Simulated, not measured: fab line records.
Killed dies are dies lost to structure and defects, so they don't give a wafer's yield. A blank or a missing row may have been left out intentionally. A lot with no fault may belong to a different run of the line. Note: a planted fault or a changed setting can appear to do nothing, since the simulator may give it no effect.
Matching of chambers + flow sky130 + SKY_VIA2_CMP_24 on cmp-01: 4 sister chambers
The step polishes, stops on SiO2, t overpolish 20 s, target thk 0 nm. 4 wafers are shown with their chamber, then 12 later ones without.

## WAFERS WITH THEIR CHAMBER
| wafer  | chamber | motor-current-A (A) |
|--------|---------|---------------------|
| L086.3 | 0       | 9.8                 |
| L089.1 | 1       | 9.6                 |
| L089.5 | 3       | 12.9                |
| L089.6 | 2       | 13.4                |

## WAFERS WITH NO CHAMBER GIVEN
| wafer  | motor-current-A (A) |
|--------|---------------------|
| L092.2 | 12.3                |
| L092.3 | 10.1                |
| L092.4 | 10.6                |
| L094.2 | 14.4                |
| L094.4 | 10.2                |
| L094.6 | 9.6                 |
| L094.1 | 10.1                |
| L094.3 | 12.6                |
| L094.5 | 9.5                 |
| L096.2 | 10.3                |
| L096.4 | 11.8                |
| L096.5 | 9.4                 |

## THE CHAMBER EACH PASSED THROUGH
| wafer  | from the rows above               | in truth |
|--------|-----------------------------------|----------|
| L092.2 | can't be placed: 3 or 2           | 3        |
| L092.3 | can't be placed: 0 or 1           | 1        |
| L092.4 | can't be placed: 0 or 1           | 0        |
| L094.2 | can't be placed: 2 or 3           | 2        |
| L094.4 | can't be placed: 0 or 1           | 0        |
| L094.6 | can't be placed: 1 or 0           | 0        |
| L094.1 | can't be placed: 0 or 1           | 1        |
| L094.3 | can't be placed: 3 or 2           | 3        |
| L094.5 | can't be placed: 1 or 0           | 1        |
| L096.2 | can't be placed: 0 or 1           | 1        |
| L096.4 | can't be placed: 3 or 2 or 0 or 1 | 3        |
| L096.5 | can't be placed: 1 or 0           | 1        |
0 of 12 placed correctly. These rows do not allow placing 12 (true chamber among the candidates in 12). Placed wrongly: 0.
How it was worked out, from the rows above alone: a wafer's distance from a chamber is the root of the sum, over the readings, of the square of ((its reading less the chamber's mean) divided by the reading's scatter). If the next closest chamber is less than 2 further off than the closest, the wafer can't be placed; otherwise it belongs to the closest. A chamber's mean is the mean of its shown wafers. The scatter: with one shown wafer a chamber, the root of the mean of the squares of how far each hidden wafer lies from its nearest shown one.
